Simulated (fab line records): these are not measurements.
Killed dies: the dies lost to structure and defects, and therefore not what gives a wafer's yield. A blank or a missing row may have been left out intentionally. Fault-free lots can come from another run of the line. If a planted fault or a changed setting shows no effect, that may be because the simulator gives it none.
fab line records / flow sky130 / part 2 of 2: steps 26 to 36 of 36
record: lots: 5 wafers: 15 last_day: 49
route steps=708 shown VIA1@464 METAL2@483
lots untouched by any fault: they come from a run of this same line in which no faults occurred
start_h: start of the lot's first displayed wafer, in hours after the record's first day / wait_h: hours elapsed since this lot's preceding step / " as in the row above / L1.1+2: a row that stands for several wafers / - no value, or no start was given / * or withheld: withheld / < > ~ a bound
route shown NAME@n: names a module that has steps shown in the file, with the first one's number in the route / usual: mean/standard deviation of fault-free wafers / same: alike in all rows / chamber/n: place in a boat / sites: the reading at each site / _std_site: standard deviation of those values / _edge_site: mean of outer sites minus mean of inner sites / radius_mm: how far each site lies from the wafer's centre / mask NAME#n: copy n / behind: tool/chamber where the wafer was last shaped / hold: why the lot was held/for how many hours/how that ended / device: the transistor (n, p or np) that didn't switch / end of line: the route-end tests of the same wafers / step lacking rows: just its recipe / killed: dies lost to structure and defects at the first sort, not the wafer's yield / map: a wafer's dies, x killed, . not, _ none there
set.NAME: setting as actually run; set.NAME@STEP: the setting as run at that earlier step / model.NAME: the simulator's own value behind a step, which no gauge read
a table for each step, a row for each wafer; lots at some steps of the route
services: the hour from which a tool's chamber was out of use, counted from the record's first day as start_h (under 0 if before that day), plus the number of hours and why
== steps ==
step: SKY_METAL2_THK_MEAS_06
recipe: thk_meas_gauge: xrf reads: AlCu_of_METAL2_SPUTTER_02
usual: METAL2_ALCU_THK: 250.9/2.2
lot.wafer=L080.1 tool=film_metro-03 chamber=- start_h=832.26 wait_h=0.1 METAL2_ALCU_THK[nm]=252.6
lot.wafer=L080.2 tool=film_metro-03 chamber=- start_h=832.26 wait_h=0.1 METAL2_ALCU_THK[nm]=249.6
lot.wafer=L080.6 tool=film_metro-03 chamber=- start_h=832.26 wait_h=0.1 METAL2_ALCU_THK[nm]=251.7
lot.wafer=L084.2 tool=film_metro-01 chamber=- start_h=869.07 wait_h=0.1 METAL2_ALCU_THK[nm]=252.5
lot.wafer=L084.4 tool=film_metro-01 chamber=- start_h=869.07 wait_h=0.1 METAL2_ALCU_THK[nm]=250.3
lot.wafer=L084.6 tool=film_metro-01 chamber=- start_h=869.07 wait_h=0.1 METAL2_ALCU_THK[nm]=250.2
lot.wafer=L086.1 tool=film_metro-01 chamber=- start_h=890.72 wait_h=0.1 METAL2_ALCU_THK[nm]=253.5
lot.wafer=L086.4 tool=film_metro-01 chamber=- start_h=890.72 wait_h=0.1 METAL2_ALCU_THK[nm]=250.9
lot.wafer=L086.5 tool=film_metro-01 chamber=- start_h=890.72 wait_h=0.1 METAL2_ALCU_THK[nm]=250.6
lot.wafer=L088.1 tool=film_metro-03 chamber=- start_h=897.55 wait_h=0.1 METAL2_ALCU_THK[nm]=251.1
lot.wafer=L088.2 tool=film_metro-03 chamber=- start_h=897.55 wait_h=0.1 METAL2_ALCU_THK[nm]=250.0
lot.wafer=L088.3 tool=film_metro-03 chamber=- start_h=897.55 wait_h=0.1 METAL2_ALCU_THK[nm]=252.6
lot.wafer=L092.1 tool=film_metro-03 chamber=- start_h=925.84 wait_h=0.1 METAL2_ALCU_THK[nm]=253.9
lot.wafer=L092.3 tool=film_metro-03 chamber=- start_h=925.84 wait_h=0.1 METAL2_ALCU_THK[nm]=254.3
lot.wafer=L092.5 tool=film_metro-03 chamber=- start_h=925.84 wait_h=0.1 METAL2_ALCU_THK[nm]=252.2
step: SKY_METAL2_DEHYDRATE_07
recipe: temp_c: 200 time_s: 60
usual: exhaust_pa: 45.0/0.95
lot.wafer=L080.1 tool=litho_track-01 chamber=0 start_h=845.04 wait_h=12.8 exhaust_pa=46.1
lot.wafer=L080.2 tool=litho_track-01 chamber=0 start_h=845.04 wait_h=12.8 exhaust_pa=46.6
lot.wafer=L080.6 tool=litho_track-01 chamber=0 start_h=845.04 wait_h=12.8 exhaust_pa=45.8
lot.wafer=L084.2 tool=litho_track-03 chamber=0 start_h=881.13 wait_h=12.0 exhaust_pa=44.4
lot.wafer=L084.4 tool=litho_track-03 chamber=0 start_h=881.13 wait_h=12.0 exhaust_pa=45.6
lot.wafer=L084.6 tool=litho_track-03 chamber=0 start_h=881.13 wait_h=12.0 exhaust_pa=45.0
lot.wafer=L086.1 tool=litho_track-03 chamber=0 start_h=903.01 wait_h=12.3 exhaust_pa=43.6
lot.wafer=L086.4 tool=litho_track-03 chamber=0 start_h=903.01 wait_h=12.3 exhaust_pa=44.0
lot.wafer=L086.5 tool=litho_track-03 chamber=0 start_h=903.01 wait_h=12.3 exhaust_pa=44.0
lot.wafer=L088.1 tool=litho_track-02 chamber=0 start_h=908.89 wait_h=11.3 exhaust_pa=42.4
lot.wafer=L088.2 tool=litho_track-02 chamber=0 start_h=908.89 wait_h=11.3 exhaust_pa=44.0
lot.wafer=L088.3 tool=litho_track-02 chamber=0 start_h=908.89 wait_h=11.3 exhaust_pa=42.5
lot.wafer=L092.1 tool=litho_track-01 chamber=0 start_h=937.09 wait_h=11.2 exhaust_pa=45.8
lot.wafer=L092.3 tool=litho_track-01 chamber=0 start_h=937.09 wait_h=11.2 exhaust_pa=45.7
lot.wafer=L092.5 tool=litho_track-01 chamber=0 start_h=937.09 wait_h=11.2 exhaust_pa=45.4
step: SKY_METAL2_HMDS_08
recipe: prime_time_s: 60 prime_temp_c: 120
usual: exhaust_pa: 45.0/0.93
lot.wafer=L080.1 tool=litho_track-01 chamber=0 start_h=845.19 wait_h=0.1 exhaust_pa=45.8
lot.wafer=L080.2 tool=litho_track-01 chamber=0 start_h=845.19 wait_h=0.1 exhaust_pa=46.0
lot.wafer=L080.6 tool=litho_track-01 chamber=0 start_h=845.19 wait_h=0.1 exhaust_pa=44.3
lot.wafer=L084.2 tool=litho_track-03 chamber=0 start_h=881.28 wait_h=0.1 exhaust_pa=44.3
lot.wafer=L084.4 tool=litho_track-03 chamber=0 start_h=881.28 wait_h=0.1 exhaust_pa=43.9
lot.wafer=L084.6 tool=litho_track-03 chamber=0 start_h=881.28 wait_h=0.1 exhaust_pa=44.3
lot.wafer=L086.1 tool=litho_track-03 chamber=0 start_h=903.16 wait_h=0.1 exhaust_pa=44.9
lot.wafer=L086.4 tool=litho_track-03 chamber=0 start_h=903.16 wait_h=0.1 exhaust_pa=44.6
lot.wafer=L086.5 tool=litho_track-03 chamber=0 start_h=903.16 wait_h=0.1 exhaust_pa=44.0
lot.wafer=L088.1 tool=litho_track-02 chamber=0 start_h=909.04 wait_h=0.1 exhaust_pa=45.9
lot.wafer=L088.2 tool=litho_track-02 chamber=0 start_h=909.04 wait_h=0.1 exhaust_pa=46.7
lot.wafer=L088.3 tool=litho_track-02 chamber=0 start_h=909.04 wait_h=0.1 exhaust_pa=46.2
lot.wafer=L092.1 tool=litho_track-01 chamber=0 start_h=937.24 wait_h=0.1 exhaust_pa=43.4
lot.wafer=L092.3 tool=litho_track-01 chamber=0 start_h=937.24 wait_h=0.1 exhaust_pa=45.3
lot.wafer=L092.5 tool=litho_track-01 chamber=0 start_h=937.24 wait_h=0.1 exhaust_pa=44.2
step: SKY_METAL2_COAT_09
recipe: resist: BARC temp_c: withheld time_s: withheld spin_rpm: 3000 resist_thk_nm: 60
usual: exhaust_pa: 45.1/0.9
lot.wafer=L080.1 tool=litho_track-01 chamber=0 start_h=845.34 wait_h=0.1 exhaust_pa=47.1
lot.wafer=L080.2 tool=litho_track-01 chamber=0 start_h=845.34 wait_h=0.1 exhaust_pa=45.4
lot.wafer=L080.6 tool=litho_track-01 chamber=0 start_h=845.34 wait_h=0.1 exhaust_pa=45.2
lot.wafer=L084.2 tool=litho_track-03 chamber=0 start_h=881.43 wait_h=0.1 exhaust_pa=45.8
lot.wafer=L084.4 tool=litho_track-03 chamber=0 start_h=881.43 wait_h=0.1 exhaust_pa=44.1
lot.wafer=L084.6 tool=litho_track-03 chamber=0 start_h=881.43 wait_h=0.1 exhaust_pa=44.9
lot.wafer=L086.1 tool=litho_track-03 chamber=0 start_h=903.31 wait_h=0.1 exhaust_pa=45.5
lot.wafer=L086.4 tool=litho_track-03 chamber=0 start_h=903.31 wait_h=0.1 exhaust_pa=45.4
lot.wafer=L086.5 tool=litho_track-03 chamber=0 start_h=903.31 wait_h=0.1 exhaust_pa=45.0
lot.wafer=L088.1 tool=litho_track-02 chamber=0 start_h=909.19 wait_h=0.1 exhaust_pa=44.2
lot.wafer=L088.2 tool=litho_track-02 chamber=0 start_h=909.19 wait_h=0.1 exhaust_pa=45.0
lot.wafer=L088.3 tool=litho_track-02 chamber=0 start_h=909.19 wait_h=0.1 exhaust_pa=45.1
lot.wafer=L092.1 tool=litho_track-01 chamber=0 start_h=937.39 wait_h=0.1 exhaust_pa=44.3
lot.wafer=L092.3 tool=litho_track-01 chamber=0 start_h=937.39 wait_h=0.1 exhaust_pa=45.8
lot.wafer=L092.5 tool=litho_track-01 chamber=0 start_h=937.39 wait_h=0.1 exhaust_pa=45.1
step: SKY_METAL2_COAT_10
recipe: resist: KrF-thick spin_rpm: 3000 resist_thk_nm: 450
usual: exhaust_pa: 44.9/0.81
lot.wafer=L080.1 tool=litho_track-01 chamber=0 start_h=- wait_h=- exhaust_pa=45.3
lot.wafer=L080.2 tool=litho_track-01 chamber=0 start_h=- wait_h=- exhaust_pa=45.3
lot.wafer=L080.6 tool=litho_track-01 chamber=0 start_h=- wait_h=- exhaust_pa=43.7
lot.wafer=L084.2 tool=litho_track-03 chamber=0 start_h=- wait_h=- exhaust_pa=44.2
lot.wafer=L084.4 tool=litho_track-03 chamber=0 start_h=- wait_h=- exhaust_pa=45.8
lot.wafer=L084.6 tool=litho_track-03 chamber=0 start_h=- wait_h=- exhaust_pa=44.2
lot.wafer=L086.1 tool=litho_track-03 chamber=0 start_h=- wait_h=- exhaust_pa=45.8
lot.wafer=L086.4 tool=litho_track-03 chamber=0 start_h=- wait_h=- exhaust_pa=46.1
lot.wafer=L086.5 tool=litho_track-03 chamber=0 start_h=- wait_h=- exhaust_pa=45.9
lot.wafer=L088.1 tool=litho_track-02 chamber=0 start_h=- wait_h=- exhaust_pa=44.1
lot.wafer=L088.2 tool=litho_track-02 chamber=0 start_h=- wait_h=- exhaust_pa=44.4
lot.wafer=L088.3 tool=litho_track-02 chamber=0 start_h=- wait_h=- exhaust_pa=45.9
lot.wafer=L092.1 tool=litho_track-01 chamber=0 start_h=- wait_h=- exhaust_pa=45.9
lot.wafer=L092.3 tool=litho_track-01 chamber=0 start_h=- wait_h=- exhaust_pa=45.7
lot.wafer=L092.5 tool=litho_track-01 chamber=0 start_h=- wait_h=- exhaust_pa=44.6
step: SKY_METAL2_SOFTBAKE_11
recipe: temp_c: 100 time_s: 90 resist: KrF-thick
usual: exhaust_pa: 45.0/0.91
lot.wafer=L080.1 tool=litho_track-01 chamber=0 start_h=- wait_h=- exhaust_pa=43.5
lot.wafer=L080.2 tool=litho_track-01 chamber=0 start_h=- wait_h=- exhaust_pa=45.4
lot.wafer=L080.6 tool=litho_track-01 chamber=0 start_h=- wait_h=- exhaust_pa=44.0
lot.wafer=L084.2 tool=litho_track-03 chamber=0 start_h=- wait_h=- exhaust_pa=43.9
lot.wafer=L084.4 tool=litho_track-03 chamber=0 start_h=- wait_h=- exhaust_pa=43.8
lot.wafer=L084.6 tool=litho_track-03 chamber=0 start_h=- wait_h=- exhaust_pa=44.5
lot.wafer=L086.1 tool=litho_track-03 chamber=0 start_h=- wait_h=- exhaust_pa=44.4
lot.wafer=L086.4 tool=litho_track-03 chamber=0 start_h=- wait_h=- exhaust_pa=44.2
lot.wafer=L086.5 tool=litho_track-03 chamber=0 start_h=- wait_h=- exhaust_pa=45.2
lot.wafer=L088.1 tool=litho_track-02 chamber=0 start_h=- wait_h=- exhaust_pa=45.5
lot.wafer=L088.2 tool=litho_track-02 chamber=0 start_h=- wait_h=- exhaust_pa=45.0
lot.wafer=L088.3 tool=litho_track-02 chamber=0 start_h=- wait_h=- exhaust_pa=44.6
lot.wafer=L092.1 tool=litho_track-01 chamber=0 start_h=- wait_h=- exhaust_pa=44.1
lot.wafer=L092.3 tool=litho_track-01 chamber=0 start_h=- wait_h=- exhaust_pa=46.2
lot.wafer=L092.5 tool=litho_track-01 chamber=0 start_h=- wait_h=- exhaust_pa=46.5
step: SKY_METAL2_EXPOSE_12
recipe: mask_id: MM2 na: 0.8 source_shape: annular sigma_inner: 0.55 sigma_outer: 0.85 target_cd_nm: 140 dose_mj: 28
same: sigma_inner: 0.55
lot.wafer=L080.1+2+6 tool=krf_scanner-01 chamber=0 start_h=- wait_h=- mask=MM2#0
lot.wafer=L084.2+4+6 tool=krf_scanner-01 chamber=0 start_h=- wait_h=- mask=MM2#0
lot.wafer=L086.1+4+5 tool=krf_scanner-01 chamber=0 start_h=- wait_h=- mask=MM2#0
lot.wafer=L088.1+2+3 tool=krf_scanner-01 chamber=0 start_h=- wait_h=- mask=MM2#0
lot.wafer=L092.1+3+5 tool=krf_scanner-02 chamber=0 start_h=- wait_h=- mask=MM2#0
step: SKY_METAL2_PEB_13
recipe: peb_temp_c: withheld peb_time_s: withheld resist: KrF-thick
usual: exhaust_pa: 44.8/1
lot.wafer=L080.1 tool=litho_track-02 chamber=0 start_h=- wait_h=- exhaust_pa=43.6
lot.wafer=L080.2 tool=litho_track-02 chamber=0 start_h=- wait_h=- exhaust_pa=43.9
lot.wafer=L080.6 tool=litho_track-02 chamber=0 start_h=- wait_h=- exhaust_pa=42.8
lot.wafer=L084.2 tool=litho_track-02 chamber=0 start_h=- wait_h=- exhaust_pa=45.4
lot.wafer=L084.4 tool=litho_track-02 chamber=0 start_h=- wait_h=- exhaust_pa=44.4
lot.wafer=L084.6 tool=litho_track-02 chamber=0 start_h=- wait_h=- exhaust_pa=44.6
lot.wafer=L086.1 tool=litho_track-01 chamber=0 start_h=- wait_h=- exhaust_pa=45.3
lot.wafer=L086.4 tool=litho_track-01 chamber=0 start_h=- wait_h=- exhaust_pa=45.5
lot.wafer=L086.5 tool=litho_track-01 chamber=0 start_h=- wait_h=- exhaust_pa=44.9
lot.wafer=L088.1 tool=litho_track-02 chamber=0 start_h=- wait_h=- exhaust_pa=44.4
lot.wafer=L088.2 tool=litho_track-02 chamber=0 start_h=- wait_h=- exhaust_pa=45.4
lot.wafer=L088.3 tool=litho_track-02 chamber=0 start_h=- wait_h=- exhaust_pa=45.7
lot.wafer=L092.1 tool=litho_track-03 chamber=0 start_h=- wait_h=- exhaust_pa=45.0
lot.wafer=L092.3 tool=litho_track-03 chamber=0 start_h=- wait_h=- exhaust_pa=44.1
lot.wafer=L092.5 tool=litho_track-03 chamber=0 start_h=- wait_h=- exhaust_pa=44.5
step: SKY_METAL2_DEVELOP_14
recipe: develop_time_s: 60 resist: KrF-thick dev_temp_c: 21
usual: exhaust_pa: 44.9/0.92
lot.wafer=L080.1 tool=litho_track-02 chamber=0 start_h=- wait_h=- exhaust_pa=45.9
lot.wafer=L080.2 tool=litho_track-02 chamber=0 start_h=- wait_h=- exhaust_pa=45.4
lot.wafer=L080.6 tool=litho_track-02 chamber=0 start_h=- wait_h=- exhaust_pa=45.4
lot.wafer=L084.2 tool=litho_track-02 chamber=0 start_h=- wait_h=- exhaust_pa=44.4
lot.wafer=L084.4 tool=litho_track-02 chamber=0 start_h=- wait_h=- exhaust_pa=45.4
lot.wafer=L084.6 tool=litho_track-02 chamber=0 start_h=- wait_h=- exhaust_pa=45.9
lot.wafer=L086.1 tool=litho_track-01 chamber=0 start_h=- wait_h=- exhaust_pa=45.7
lot.wafer=L086.4 tool=litho_track-01 chamber=0 start_h=- wait_h=- exhaust_pa=44.3
lot.wafer=L086.5 tool=litho_track-01 chamber=0 start_h=- wait_h=- exhaust_pa=42.2
lot.wafer=L088.1 tool=litho_track-02 chamber=0 start_h=- wait_h=- exhaust_pa=42.7
lot.wafer=L088.2 tool=litho_track-02 chamber=0 start_h=- wait_h=- exhaust_pa=43.6
lot.wafer=L088.3 tool=litho_track-02 chamber=0 start_h=- wait_h=- exhaust_pa=44.2
lot.wafer=L092.1 tool=litho_track-03 chamber=0 start_h=- wait_h=- exhaust_pa=45.3
lot.wafer=L092.3 tool=litho_track-03 chamber=0 start_h=- wait_h=- exhaust_pa=44.8
lot.wafer=L092.5 tool=litho_track-03 chamber=0 start_h=- wait_h=- exhaust_pa=45.8
step: SKY_METAL2_CD_MEAS_15
recipe: target_cd_nm: 140
usual: cd_nm: 139.9/1.3
lot.wafer=L080.1 tool=cd_sem-02 chamber=- start_h=857.84 wait_h=- cd_nm=137.9
lot.wafer=L080.2 tool=cd_sem-02 chamber=- start_h=857.84 wait_h=- cd_nm=138.5
lot.wafer=L080.6 tool=cd_sem-02 chamber=- start_h=857.84 wait_h=- cd_nm=139.3
lot.wafer=L084.2 tool=cd_sem-01 chamber=- start_h=894.51 wait_h=- cd_nm=137.5
lot.wafer=L084.4 tool=cd_sem-01 chamber=- start_h=894.51 wait_h=- cd_nm=140.9
lot.wafer=L084.6 tool=cd_sem-01 chamber=- start_h=894.51 wait_h=- cd_nm=140.2
lot.wafer=L086.1 tool=cd_sem-02 chamber=- start_h=915.74 wait_h=- cd_nm=140.6
lot.wafer=L086.4 tool=cd_sem-02 chamber=- start_h=915.74 wait_h=- cd_nm=141.0
lot.wafer=L086.5 tool=cd_sem-02 chamber=- start_h=915.74 wait_h=- cd_nm=140.9
lot.wafer=L088.1 tool=cd_sem-01 chamber=- start_h=921.84 wait_h=- cd_nm=140.7
lot.wafer=L088.2 tool=cd_sem-01 chamber=- start_h=921.84 wait_h=- cd_nm=140.5
lot.wafer=L088.3 tool=cd_sem-01 chamber=- start_h=921.84 wait_h=- cd_nm=139.4
lot.wafer=L092.1 tool=cd_sem-01 chamber=- start_h=950.01 wait_h=- cd_nm=139.9
lot.wafer=L092.3 tool=cd_sem-01 chamber=- start_h=950.01 wait_h=- cd_nm=139.8
lot.wafer=L092.5 tool=cd_sem-01 chamber=- start_h=950.01 wait_h=- cd_nm=138.0
step: SKY_METAL2_OVL_MEAS_16
usual: METAL2_OVL: -1/5.3
lot.wafer=L080.1 tool=overlay-01 chamber=- start_h=857.96 wait_h=0.1 METAL2_OVL[nm]=-6
lot.wafer=L080.2 tool=overlay-01 chamber=- start_h=857.96 wait_h=0.1 METAL2_OVL[nm]=-5
lot.wafer=L080.6 tool=overlay-01 chamber=- start_h=857.96 wait_h=0.1 METAL2_OVL[nm]=-3
lot.wafer=L084.2 tool=overlay-01 chamber=- start_h=894.61 wait_h=0.1 METAL2_OVL[nm]=3
lot.wafer=L084.4 tool=overlay-01 chamber=- start_h=894.61 wait_h=0.1 METAL2_OVL[nm]=7
lot.wafer=L084.6 tool=overlay-01 chamber=- start_h=894.61 wait_h=0.1 METAL2_OVL[nm]=4
lot.wafer=L086.1 tool=overlay-01 chamber=- start_h=915.86 wait_h=0.1 METAL2_OVL[nm]=-5
lot.wafer=L086.4 tool=overlay-01 chamber=- start_h=915.86 wait_h=0.1 METAL2_OVL[nm]=-6
lot.wafer=L086.5 tool=overlay-01 chamber=- start_h=915.86 wait_h=0.1 METAL2_OVL[nm]=-10
lot.wafer=L088.1 tool=overlay-01 chamber=- start_h=921.96 wait_h=0.1 METAL2_OVL[nm]=2
lot.wafer=L088.2 tool=overlay-01 chamber=- start_h=921.96 wait_h=0.1 METAL2_OVL[nm]=-3
lot.wafer=L088.3 tool=overlay-01 chamber=- start_h=921.96 wait_h=0.1 METAL2_OVL[nm]=-6
lot.wafer=L092.1 tool=overlay-02 chamber=- start_h=950.13 wait_h=0.1 METAL2_OVL[nm]=2
lot.wafer=L092.3 tool=overlay-02 chamber=- start_h=950.13 wait_h=0.1 METAL2_OVL[nm]=-1
lot.wafer=L092.5 tool=overlay-02 chamber=- start_h=950.13 wait_h=0.1 METAL2_OVL[nm]=3
== services ==
tool=krf_scanner-02 chamber=- start_h=798.51 hours=0.8 kind=pm
tool=krf_scanner-01 chamber=- start_h=800.41 hours=0.8 kind=pm
tool=krf_scanner-02 chamber=- start_h=813.23 hours=4.0 kind=pm
tool=rie_diel-01 chamber=3 start_h=813.41 hours=4.5 kind=repair
tool=krf_scanner-01 chamber=- start_h=822.52 hours=1.0 kind=pm
tool=pvd_sputter-02 chamber=- start_h=825.14 hours=1.9 kind=repair
tool=pvd_sputter-03 chamber=- start_h=825.22 hours=0.8 kind=repair
tool=krf_scanner-01 chamber=- start_h=829.56 hours=3.0 kind=repair
tool=krf_scanner-02 chamber=- start_h=835.57 hours=0.5 kind=repair
tool=rie_diel-02 chamber=- start_h=840.04 hours=3.4 kind=repair
tool=krf_scanner-02 chamber=- start_h=843.82 hours=1.3 kind=pm
tool=rie_diel-01 chamber=2 start_h=846.09 hours=5.6 kind=repair
tool=cmp-01 chamber=- start_h=850.42 hours=2.6 kind=repair
tool=pvd_sputter-02 chamber=- start_h=858.25 hours=2.8 kind=repair
tool=rie_diel-02 chamber=- start_h=862.09 hours=0.6 kind=repair
tool=pvd_sputter-02 chamber=- start_h=872.79 hours=3.7 kind=repair
tool=krf_scanner-01 chamber=- start_h=875.47 hours=1.3 kind=pm
tool=cvd_w-02 chamber=- start_h=879.38 hours=1.3 kind=repair
tool=krf_scanner-01 chamber=- start_h=892.64 hours=4.4 kind=pm
tool=rie_diel-02 chamber=1 start_h=908.29 hours=15.2 kind=repair
tool=rie_diel-01 chamber=- start_h=911.94 hours=0.7 kind=repair
tool=rie_diel-01 chamber=2 start_h=917.34 hours=16.8 kind=repair
tool=krf_scanner-01 chamber=- start_h=942.85 hours=0.2 kind=repair
tool=krf_scanner-01 chamber=- start_h=944.05 hours=2.0 kind=repair
